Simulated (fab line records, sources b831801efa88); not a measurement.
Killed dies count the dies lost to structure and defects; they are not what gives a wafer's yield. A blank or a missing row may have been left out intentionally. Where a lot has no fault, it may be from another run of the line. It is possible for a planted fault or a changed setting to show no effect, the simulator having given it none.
Which tool was responsible? | flow gf180mcu | 11 lots, 33 wafers sampled, at 5 steps of a route of 602

WHAT THE GAUGES SHOWED, per wafer
GF_V4_BOW_MEAS_05.
lot  | measured     | on            | V4_BOW (um)
L916 | day 25 06:02 | film_metro-02 | 141 149 145
L919 | day 26 06:16 | film_metro-03 | 128 136 134
L922 | day 27 13:33 | film_metro-04 | 130 130 131
L923 | day 27 16:22 | film_metro-03 | 131 133 139
L924 | day 27 17:46 | film_metro-03 | 127 130 129
L925 | day 28 02:03 | film_metro-03 | 138 134 127
L926 | day 28 11:17 | film_metro-03 | 116 131 106
L927 | day 28 20:20 | film_metro-04 | 149 140 132
L930 | day 29 13:00 | film_metro-03 | 130 126 136
L933 | day 30 06:43 | film_metro-03 | 134 125 119
L934 | day 30 14:38 | film_metro-04 | 122 122 130

GF_V5_RS_MEAS_24: measurement is done with a four-point probe.
lot  | measured     | on            | V5_W_RS (ohm/sq)
L916 | day 28 18:20 | film_metro-01 | 0.3265 0.3286 0.3300
L919 | day 29 17:07 | film_metro-01 | 0.3294 0.3343 0.3291
L922 | day 30 22:24 | film_metro-03 | 0.3356 0.3250 0.3310
L923 | day 31 01:06 | film_metro-03 | 0.3275 0.3312 0.3282 0.3281 0.3299 0.3285
L924 | day 31 01:13 | film_metro-01 | 0.3239 0.3282 0.3281 0.3235 0.3282 0.3278
L925 | day 31 09:24 | film_metro-01 | 0.3320 0.3332 0.3298 0.3313 0.3323 0.3302
L926 | day 31 17:44 | film_metro-01 | 0.3274 0.3275 0.3258
L927 | day 32 02:23 | film_metro-01 | 0.3285 0.3264 0.3303
L930 | day 32 15:53 | film_metro-03 | 0.3269 0.3266 0.3277
L933 | day 33 07:46 | film_metro-02 | 0.3293 0.3246 0.3290
L934 | day 33 12:46 | film_metro-02 | 0.3292 0.3327 0.3252

GF_TOP_METAL_THK_MEAS_06: measures by xrf.
lot  | measured     | on            | TOP_METAL_ALCU_THK (nm)
L916 | day 28 19:09 | film_metro-01 | 896 914 902
L919 | day 29 17:56 | film_metro-04 | 907 909 904
L922 | day 30 23:13 | film_metro-04 | 907 892 894
L923 | day 31 06:32 | film_metro-04 | 912 907 921
L924 | day 31 07:29 | film_metro-04 | 884 874 885
L925 | day 31 14:20 | film_metro-03 | 907 910 882
L926 | day 31 18:33 | film_metro-04 | 925 905 917
L927 | day 32 03:13 | film_metro-01 | 895 896 900
L930 | day 32 16:43 | film_metro-03 | 888 891 897
L933 | day 33 08:35 | film_metro-03 | 895 900 889
L934 | day 33 13:35 | film_metro-04 | 924 931 919

EACH LOT AND THE TOOL THAT RAN IT (in order: tool; ch and the chambers of the sampled wafers; start)
lot  | GF_M5_STRIP_11                       | GF_V5_SPUTTER_21
L916 | plasma_asher-02 ch 0,1, day 27 21:05 | pvd_sputter-04, day 28 18:07
L919 | plasma_asher-03 ch 1, day 28 19:42   | pvd_sputter-02, day 29 16:53
L922 | plasma_asher-02 ch 0,1, day 30 01:51 | pvd_sputter-02, day 30 22:11
L923 | plasma_asher-02 ch 0,1, day 30 04:07 | pvd_sputter-04, day 31 00:53
L924 | plasma_asher-03 ch 0,1, day 30 05:04 | pvd_sputter-03, day 31 01:01
L925 | plasma_asher-03 ch 0,1, day 30 13:41 | pvd_sputter-04, day 31 09:09
L926 | plasma_asher-03 ch 0,1, day 30 22:19 | pvd_sputter-02, day 31 17:31
L927 | plasma_asher-04 ch 0,1, day 31 07:22 | pvd_sputter-03, day 32 02:11
L930 | plasma_asher-02 ch 0,1, day 31 20:55 | pvd_sputter-04, day 32 15:41
L933 | plasma_asher-02 ch 0,1, day 32 13:50 | pvd_sputter-03, day 33 07:31
L934 | plasma_asher-02 ch 0,1, day 32 18:49 | pvd_sputter-04, day 33 12:32
- GF_M5_STRIP_11: strips in O2/N2.
- GF_V5_SPUTTER_21: material Ti, target thk 15 nm, time 80.02 s.

AS READ BY THE TOOLS THEMSELVES (means over the sampled wafers that have a number; for cases with no such wafer, the mark the record gives instead)
GF_M5_STRIP_11.
lot  | tool            | drypump_motor_current_A (A) | heater_power_w (W) | n2_flow_sccm (sccm) | oes_product_au (a.u.) | strip_time_to_endpoint_s (s)
L916 | plasma_asher-02 | 5.6                         | 337                | 298.9               | 0.525                 | 7.11
L919 | plasma_asher-03 | 5.8                         | 311                | 301.5               | 0.522                 | 7.06
L922 | plasma_asher-02 | 5.6                         | 344                | 300.9               | 0.526                 | 7.00
L923 | plasma_asher-02 | 5.6                         | 338                | 299.9               | 0.523                 | 7.06
L924 | plasma_asher-03 | 5.9                         | 307                | 299.5               | 0.526                 | 7.08
L925 | plasma_asher-03 | 5.9                         | 315                | 300.5               | 0.525                 | 7.03
L926 | plasma_asher-03 | 5.9                         | 313                | 299.4               | 0.532                 | 7.16
L927 | plasma_asher-04 | 5.3                         | 311                | 300.3               | 0.528                 | 7.05
L930 | plasma_asher-02 | 5.6                         | 342                | 299.7               | 0.524                 | 7.15
L933 | plasma_asher-02 | 5.6                         | 342                | 299.4               | 0.526                 | 7.13
L934 | plasma_asher-02 | 5.6                         | 338                | 300.3               | 0.518                 | 6.98

GF_V5_SPUTTER_21.
lot  | tool           | cathode_dc_power_W (W) | chamber_pressure_pa (Pa) | throttle_valve_pct (%)
L916 | pvd_sputter-04 | 2499.9                 | 4.996                    | 31.6
L919 | pvd_sputter-02 | 2500.2                 | 4.992                    | 30.5
L922 | pvd_sputter-02 | 2500.1                 | 4.994                    | 30.6
L923 | pvd_sputter-04 | -                      | -                        | -
L924 | pvd_sputter-03 | -                      | -                        | -
L925 | pvd_sputter-04 | -                      | -                        | -
L926 | pvd_sputter-02 | 2499.8                 | 5.004                    | 30.5
L927 | pvd_sputter-03 | 2500.2                 | 4.987                    | 30.3
L930 | pvd_sputter-04 | 2499.8                 | 5.004                    | 30.3
L933 | pvd_sputter-03 | 2499.7                 | 5.015                    | 29.9
L934 | pvd_sputter-04 | 2500.1                 | 4.994                    | 30.6

THE ANSWER, worked out from the rows above alone
Rule: what is usual is taken from the lots themselves. The widest of any qualifying gaps counts: lots, ordered by their means at a reading, are off when they make up no more than a third of the lots, leave a main group of 4 or more, and stand apart from it by 3 or more times the standard deviation of that group's means. A main group is skipped when, at the precision printed for the reading in the tables above, its means are all equal. A lot without any number at a reading at which 4 lots or more have one is off too. The other lots that the step has rows for count as sound. Order of review: gauges by route order, followed by the tools' own readings, for which a lot's mean as printed above is used. At the first step where some lot is off, the reading lying furthest off is the one used; lots without a number count as furthest.
Off at GF_V5_SPUTTER_21 (cathode_dc_power_W): L923, L924, L925. Without a number there: L923, L924, L925. Main group: mean 2500.0 W, sd 0.19.
If a tool, at that step or one of the process steps before it, ran each lot that is off and ran no sound lot following the first of them, it fits. None of those tried fits.

WHAT WAS PUT IN BY THE SIMULATOR
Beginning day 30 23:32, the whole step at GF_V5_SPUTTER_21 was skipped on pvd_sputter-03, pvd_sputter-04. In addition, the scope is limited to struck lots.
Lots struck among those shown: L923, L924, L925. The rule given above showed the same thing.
